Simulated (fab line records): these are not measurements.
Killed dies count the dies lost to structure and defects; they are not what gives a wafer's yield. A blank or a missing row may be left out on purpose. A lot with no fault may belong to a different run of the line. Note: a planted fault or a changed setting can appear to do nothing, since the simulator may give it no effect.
Which tool was responsible? ; flow gf180mcu ; 39 wafers from 13 lots sampled at 6 of the route's 602 steps

== WHAT EACH GAUGE READ, for each wafer ==
GF_HV_LDD_TW_MEAS_38.
lot;measured;on;HV_LDD_3_TW
L829;day 11 16:12;film metro-02;1440 1436 1427
L830;day 11 21:36;film metro-02;1449 1437 1442
L831;day 12 09:46;film metro-03;1420 1423 1422
L832;day 12 13:45;film metro-03;1420 1412 1420
L833;day 12 23:08;film metro-03;1412 1421 1429
L834;day 13 07:38;film metro-04;1422 1424 1429
L835;day 13 15:11;film metro-03;1421 1423 1422
L836;day 13 23:11;film metro-03;1420 1409 1424
L838;day 14 14:44;film metro-03;1412 1415 1418
L841;day 15 12:52;film metro-02;1437 1442 1444
L843;day 16 04:44;film metro-02;1452 1450 1444
L847;day 17 12:50;film metro-04;1429 1425 1420
L852;day 19 02:46;film metro-04;1421 1430 1427

GF_NSD_TW_MEAS_12.
lot;measured;on;NSD_TW
L829;day 13 13:23;film metro-04;4236 4222 4245
L830;day 13 16:12;film metro-02;4313 4333 4315
L831;day 14 06:28;film metro-02;4298 4276 4287
L832;day 14 10:54;film metro-02;4311 4310 4296
L833;day 14 20:06;film metro-02;4277 4250 4274
L834;day 15 05:07;film metro-04;4242 4242 4237
L835;day 15 12:14;film metro-02;4290 4283 4283
L836;day 15 21:26;film metro-04;4254 4240 4234
L838;day 16 12:52;film metro-04;4229 4239 4216
L841;day 17 14:44;film metro-01;4307 4294 4295
L843;day 18 04:45;film metro-02;4300 4275 4294
L847;day 19 15:43;film metro-04;4233 4239 4251
L852;day 21 07:02;film metro-02;4280 4295 4255

GF_PSD_RS_MEAS_14: measures by four-point-probe.
lot;measured;on;NSD_RS (ohm/sq)
L829;day 14 10:37;film metro-02;45.74 45.88 45.80
L830;day 14 14:06;film metro-04;45.65 45.76 45.78
L831;day 15 04:11;film metro-02;45.75 45.69 45.76
L832;day 15 08:23;film metro-04;45.68 45.69 45.80
L833;day 15 17:12;film metro-01;45.80 45.76 45.86
L834;day 16 03:50;film metro-04;45.71 45.72 45.78
L835;day 16 10:31;film metro-04;45.82 45.86 45.78
L836;day 16 20:49;film metro-02;45.78 45.84 45.84
L838;day 17 11:26;film metro-04;45.81 45.83 45.69
L841;day 18 14:58;film metro-01;45.67 45.84 45.66
L843;day 19 05:28;film metro-02;39.57 39.50 39.59
L847;day 20 16:26;film metro-01;39.59 39.52 39.53
L852;day 22 07:40;film metro-02;45.76 45.73 45.73

GF_PSD_RS_MEAS_15: measures by four-point-probe.
lot;measured;on;PSD_RS (ohm/sq)
L829;day 14 10:44;film metro-02;108.68 108.54 108.86
L830;day 14 14:13;film metro-04;108.24 108.28 108.15
L831;day 15 04:18;film metro-02;108.67 108.33 108.03
L832;day 15 08:31;film metro-04;108.19 108.34 108.37
L833;day 15 17:19;film metro-01;108.50 108.88 108.76
L834;day 16 03:57;film metro-04;108.33 108.26 108.35
L835;day 16 10:38;film metro-04;108.56 108.43 108.56
L836;day 16 20:56;film metro-02;108.57 108.80 108.47
L838;day 17 11:34;film metro-04;108.29 108.34 108.17
L841;day 18 15:05;film metro-01;108.25 108.51 108.22
L843;day 19 05:35;film metro-02;90.70 90.59 90.68
L847;day 20 16:34;film metro-01;90.35 90.53 90.21
L852;day 22 07:47;film metro-02;108.69 108.88 109.06

GF_SALICIDE_THK_MEAS_05: measures by xrf.
lot;measured;on;SALICIDE_TIN_THK (nm)
L829;day 15 08:11;film metro-04;19.62 19.77 19.68
L830;day 15 11:47;film metro-04;19.45 19.86 19.70
L831;day 16 02:31;film metro-01;20.07 20.21 19.94
L832;day 16 06:48;film metro-03;19.85 19.89 19.84
L833;day 16 16:37;film metro-03;19.90 20.02 20.27
L834;day 17 03:05;film metro-03;19.99 19.94 19.93
L835;day 17 10:26;film metro-03;20.09 19.97 20.12
L836;day 17 19:49;film metro-03;19.59 19.69 19.55
L838;day 18 10:58;film metro-04;20.01 19.96 19.84
L841;day 19 16:02;film metro-01;20.26 20.21 19.97
L843;day 20 06:50;film metro-04;19.97 20.01 20.09
L847;day 21 17:41;film metro-01;19.84 19.62 19.84
L852;day 23 07:28;film metro-01;19.56 19.47 19.53

== WHAT TOOL EACH LOT RAN ON (gives the tool, then ch and the chambers of the sampled wafers, and finally the start) ==
lot;GF_PSD_RTA_13
L829;rtp anneal-02 ch 0, day 14 10:30
L830;rtp anneal-02 ch 0, day 14 14:01
L831;rtp anneal-02 ch 0, day 15 04:05
L832;rtp anneal-02 ch 0, day 15 08:18
L833;rtp anneal-02 ch 0, day 15 17:07
L834;rtp anneal-01 ch 0, day 16 03:44
L835;rtp anneal-02 ch 0, day 16 10:26
L836;rtp anneal-01 ch 0, day 16 20:44
L838;rtp anneal-02 ch 0, day 17 11:20
L841;rtp anneal-01 ch 0, day 18 14:53
L843;rtp anneal-02 ch 0, day 19 05:23
L847;rtp anneal-02 ch 0, day 20 16:21
L852;rtp anneal-01 ch 0, day 22 07:34
- GF_PSD_RTA_13: time 20 s.

== WHAT THE TOOLS THEMSELVES READ (means of the sampled wafers that have a number; where no wafer has one, the mark that the record gives instead) ==
GF_PSD_RTA_13.
lot;tool;lamp power pct (%);wafer_temp_C_max
L829;rtp anneal-02;31.6;1028.6
L830;rtp anneal-02;31.6;1028.8
L831;rtp anneal-02;31.6;1028.1
L832;rtp anneal-02;31.6;1028.6
L833;rtp anneal-02;31.6;1028.0
L834;rtp anneal-01;33.2;1028.4
L835;rtp anneal-02;31.6;1027.9
L836;rtp anneal-01;33.2;1028.2
L838;rtp anneal-02;31.6;1028.8
L841;rtp anneal-01;33.1;1028.3
L843;rtp anneal-02;35.3;1070.5
L847;rtp anneal-02;35.3;1071.0
L852;rtp anneal-01;33.2;1028.4

== THE ANSWER, worked out from the rows above alone ==
Rule: the lots themselves supply what counts as usual. Put in order of their means at a reading, lots are off if they are a third of the lots or fewer, leave a main group of 4 or more, and stand apart from it by a gap of 3 or more times the standard deviation of the main group's means; of several such gaps the widest counts. The tables above print the reading to a certain number of digits; a main group whose means all agree to those digits is not used. A lot without any number at a reading at which 4 lots or more have one is off too. Where the step has rows for the other lots, those lots are counted as sound. First the gauges in route order, then the tools' own readings, where a lot's mean is used as printed above. At the first step where some lot is off, the reading lying furthest off is the one used; lots without a number count as furthest.
Off: L843, L847, seen at GF_PSD_RS_MEAS_14 (NSD_RS). The main group: mean 45.77 ohm/sq, standard deviation 0.039.
A tool fits if, at a process step before that reading, it ran every lot that is off, and no sound lot after the first of them. Not tried: the gauges at GF_PSD_RS_MEAS_14; whatever is off there is also off at GF_PSD_RTA_13, on other tools, and gauge error can't account for it. One candidate fits, namely rtp anneal-02 at GF_PSD_RTA_13. A fault onset in the window from L838 (day 17 11:20, its last sound lot) to L843 (day 19 05:23, its first lot off) fits.
The tool's own readings at GF_PSD_RTA_13 bear it out: on the lots that are off they differ by more than 5 times the standard deviation of the sound lots' means. wafer_temp_C_max reads 1070.8 there against 1028.4 on the sound lots.

== WHAT WAS PUT IN BY THE SIMULATOR ==
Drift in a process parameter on rtp anneal-02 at GF_PSD_RTA_13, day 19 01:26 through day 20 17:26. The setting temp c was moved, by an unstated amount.
Lots struck among those shown: L843, L847. The rule given above showed the same thing.
